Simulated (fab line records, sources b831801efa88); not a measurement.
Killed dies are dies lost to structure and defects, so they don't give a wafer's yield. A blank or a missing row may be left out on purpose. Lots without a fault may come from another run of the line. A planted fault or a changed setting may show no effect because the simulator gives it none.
Chamber matching | flow gf180mcu | GF_V4_CMP_26 on cmp-02: 4 sister chambers
The step polishes, stops on SiO2, t overpolish 15 s, target thk 0 nm. 4 wafers are shown with their chamber, then 8 later ones without.

WAFERS WITH THEIR CHAMBER
wafer  | chamber | motor_current_A (A)
L087.5 | 1       | 8.3
L089.1 | 2       | 11.0
L089.6 | 0       | 13.5
L092.1 | 3       | 9.8

WAFERS WITHOUT THEIR CHAMBER
wafer  | motor_current_A (A)
L092.3 | 10.5
L092.6 | 10.0
L095.1 | 8.0
L095.3 | 11.1
L095.6 | 13.6
L096.1 | 13.0
L096.2 | 8.3
L096.3 | 9.5

WHICH CHAMBER EACH WENT THROUGH
wafer  | from the rows above     | in truth
L092.3 | can't be placed: 2 or 3 | 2
L092.6 | 3                       | 3
L095.1 | 1                       | 1
L095.3 | 2                       | 2
L095.6 | 0                       | 0
L096.1 | 0                       | 0
L096.2 | 1                       | 1
L096.3 | 3                       | 3
Placed correctly: 7 of 8. Can't be placed from these rows: 1 (the true chamber is among the candidates in 1). Placed wrongly: 0.
How it was worked out, from the rows above alone: a wafer's distance from a chamber is the root of the sum, over the readings, of the square of ((its reading less the chamber's mean) divided by the reading's scatter). The wafer belongs to the nearest chamber; if the next one is less than 2 further off, it can't be placed. A chamber's mean is the mean of its shown wafers. The scatter: with one shown wafer a chamber, the root of the mean of the squares of how far each hidden wafer lies from its nearest shown one.
